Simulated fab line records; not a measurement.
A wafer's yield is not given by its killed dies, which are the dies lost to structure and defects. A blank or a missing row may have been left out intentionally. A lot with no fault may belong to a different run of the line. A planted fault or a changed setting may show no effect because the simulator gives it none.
Which tool was responsible? / flow sfq-line / 21 wafers from 7 lots sampled at 2 of the route's 325 steps

## WHAT THE GAUGES READ, wafer by wafer
SFQ_M8_RS_MEAS_949: the measuring method here is four-point-probe.
lot=L906; measured=day 81 12:01; on=film-metro-04; M8_AU_RS (ohm/sq)=0.1519 0.1514 0.1537
lot=L908; measured=day 84 03:41; on=film-metro-02; M8_AU_RS (ohm/sq)=0.1566 0.1529 0.1547
lot=L910; measured=day 84 21:31; on=film-metro-02; M8_AU_RS (ohm/sq)=0.1541 0.1533 0.1530
lot=L917; measured=day 85 19:06; on=film-metro-04; M8_AU_RS (ohm/sq)=0.1557 0.1832 0.1559
lot=L919; measured=day 86 01:07; on=film-metro-04; M8_AU_RS (ohm/sq)=0.1801 0.1802 0.1519
lot=L924; measured=day 86 19:07; on=film-metro-02; M8_AU_RS (ohm/sq)=0.1514 0.1519 0.1524
lot=L928; measured=day 87 11:53; on=film-metro-03; M8_AU_RS (ohm/sq)=0.1549 0.1525 0.1547

## WHICH TOOL RAN EACH LOT (tool, then ch and the chambers of the sampled wafers, then the start)
lot=L906; SFQ_TRILAYER_M8_DEP_EVAP_196=pvd-sputter-01, day 81 11:30
lot=L908; SFQ_TRILAYER_M8_DEP_EVAP_196=pvd-sputter-01, day 84 03:10
lot=L910; SFQ_TRILAYER_M8_DEP_EVAP_196=pvd-sputter-01, day 84 20:58
lot=L917; SFQ_TRILAYER_M8_DEP_EVAP_196=pvd-sputter-02, day 85 18:34
lot=L919; SFQ_TRILAYER_M8_DEP_EVAP_196=pvd-sputter-02, day 86 00:34
lot=L924; SFQ_TRILAYER_M8_DEP_EVAP_196=pvd-sputter-01, day 86 18:34
lot=L928; SFQ_TRILAYER_M8_DEP_EVAP_196=pvd-sputter-01, day 87 11:22
- SFQ_TRILAYER_M8_DEP_EVAP_196: material Au, target thk 180 nm, time 900 s.

## THE ANSWER, worked out from the rows above alone
Rule: the lots themselves supply what counts as usual. Put in order of their means at a reading, lots are off if they are a third of the lots or fewer, leave a main group of 4 or more, and stand apart from it by a gap of 3 or more times the standard deviation of the main group's means; of several such gaps the widest counts. If all means in a main group match to the digits the tables above print for the reading, that group is not used. A lot without any number at a reading at which 4 lots or more have one is off too. All remaining lots with rows at the step are treated as sound.
Off: L917, L919, seen at SFQ_M8_RS_MEAS_949 (M8_AU_RS). The main group: mean 0.1533 ohm/sq, standard deviation 0.0011.
A tool fits if, at a process step before that reading, it ran every lot that is off, and no sound lot after the first of them. Those tools and the gauges at SFQ_M8_RS_MEAS_949 are tried in the same way. Undecided on this evidence; 2 tools fit (pvd-sputter-02 at SFQ_TRILAYER_M8_DEP_EVAP_196, film-metro-04 at SFQ_M8_RS_MEAS_949).

## WHAT THE SIMULATOR PUT IN
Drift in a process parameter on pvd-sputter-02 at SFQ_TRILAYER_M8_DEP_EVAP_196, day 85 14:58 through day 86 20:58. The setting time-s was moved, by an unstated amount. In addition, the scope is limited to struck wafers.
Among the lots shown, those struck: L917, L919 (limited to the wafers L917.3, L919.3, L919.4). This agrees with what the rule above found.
